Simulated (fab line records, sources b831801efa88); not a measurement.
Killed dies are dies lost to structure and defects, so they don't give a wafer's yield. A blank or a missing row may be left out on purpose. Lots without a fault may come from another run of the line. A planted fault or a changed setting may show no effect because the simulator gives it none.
A struck lot beside a sound one | flow sky130 | 20 steps out of a route of 708
Sound: wafers L358.1, L358.3, L358.6. Struck: wafers L373.1, L373.2, L373.4. The cause comes at the end.
At each step with rows: each side's tool, then ch and its chambers, then its first start. Under that, the readings that differ: sound wafers | struck wafers | difference of the means | sigmas: that difference in standard deviations of wafers without a fault.
alike: readings whose means differ by less than 2 such deviations, and words and numbers that are the same on both sides. not compared: withheld readings, readings that some wafer has no value for, bounds like >300 that may hide the same value, and numbers for which the record gives no deviation and whose values overlap.
The two part at a step that has a row with sigmas, a row that says differs or no value, or rows on one side only. Numbers that don't overlap but have no deviation are shown without sigmas and don't part them. A reading that every wafer of one side lacks parts them only if that side has two wafers or more.

first, 6 steps without rows for these wafers: SKY_DNWELL_COAT_02 (resist thk 3000 nm); SKY_DNWELL_SOFTBAKE_03; SKY_DNWELL_EXPOSE_04 (exposes mask DNM, target cd 3000 nm); SKY_DNWELL_PEB_05; SKY_DNWELL_DEVELOP_06 (develop time 60 s); SKY_DNWELL_IMPLANT_07.
SKY_DNWELL_STRIP_08: strips in O2/N2.
  sound on plasma_asher-02 ch 0,1, day 3 06:50; struck on plasma_asher-04 ch 0,1, day 6 14:10
  alike: drypump_motor_current_A, o2_flow_sccm, oes_product_au, strip_time_to_endpoint_s
  not compared: rf_hours_counter_h
SKY_DNWELL_TW_MEAS_09:
  sound on film_metro-04, day 3 06:56; struck on film_metro-02, day 6 14:16
  alike: DNWELL_TW
then, 4 steps without rows for these wafers: SKY_PWDE_DEHYDRATE_00 (time 60 s); SKY_PWDE_HMDS_01 (prime time 60 s); SKY_PWDE_COAT_02 (resist thk 3000 nm); SKY_PWDE_SOFTBAKE_03.
SKY_PWDE_EXPOSE_04: exposes mask PWDEM, target cd 840 nm.
  sound on iline_stepper-01 ch 0, day 3 14:40; struck on iline_stepper-01 ch 0, day 6 23:53
  reading | sound                   | struck            | difference | sigmas
  mask    | PWDEM#0 PWDEM#0 PWDEM#0 | DNM#0 DNM#0 DNM#0 | differs    |
then, 2 steps without rows for these wafers: SKY_PWDE_PEB_05; SKY_PWDE_DEVELOP_06 (develop time 60 s).
SKY_PWDE_OVL_MEAS_07:
  sound on overlay-02, day 3 22:11; struck on overlay-01, day 7 10:01
  reading       | sound          | struck | difference                    | sigmas
  PWDE_OVL (nm) | -3.3 -0.2 -1.5 | - - -  | no value on the struck wafers |
then, 1 step without rows for these wafers: SKY_PWDE_IMPLANT_08.
SKY_PWDE_STRIP_09: strips in O2/N2.
  sound on plasma_asher-01 ch 0,1, day 3 22:22; struck on plasma_asher-01 ch 0,1, day 7 10:11
  alike: drypump_motor_current_A, o2_flow_sccm, oes_product_au, strip_time_to_endpoint_s
  not compared: rf_hours_counter_h
SKY_PWDE_TW_MEAS_10:
  sound on film_metro-04, day 3 22:28; struck on film_metro-01, day 7 10:17
  reading | sound             | struck         | difference | sigmas
  PWDE_TW | 377.6 378.0 378.6 | 30.4 30.4 30.3 | -347.7     | -99 or more
then, 1 step without rows for these wafers: SKY_NWELL_DEHYDRATE_03 (time 60 s).

WHERE THEY PART
First at SKY_PWDE_EXPOSE_04; last, within this record, at SKY_PWDE_TW_MEAS_10.

WHY: what the simulator had put in
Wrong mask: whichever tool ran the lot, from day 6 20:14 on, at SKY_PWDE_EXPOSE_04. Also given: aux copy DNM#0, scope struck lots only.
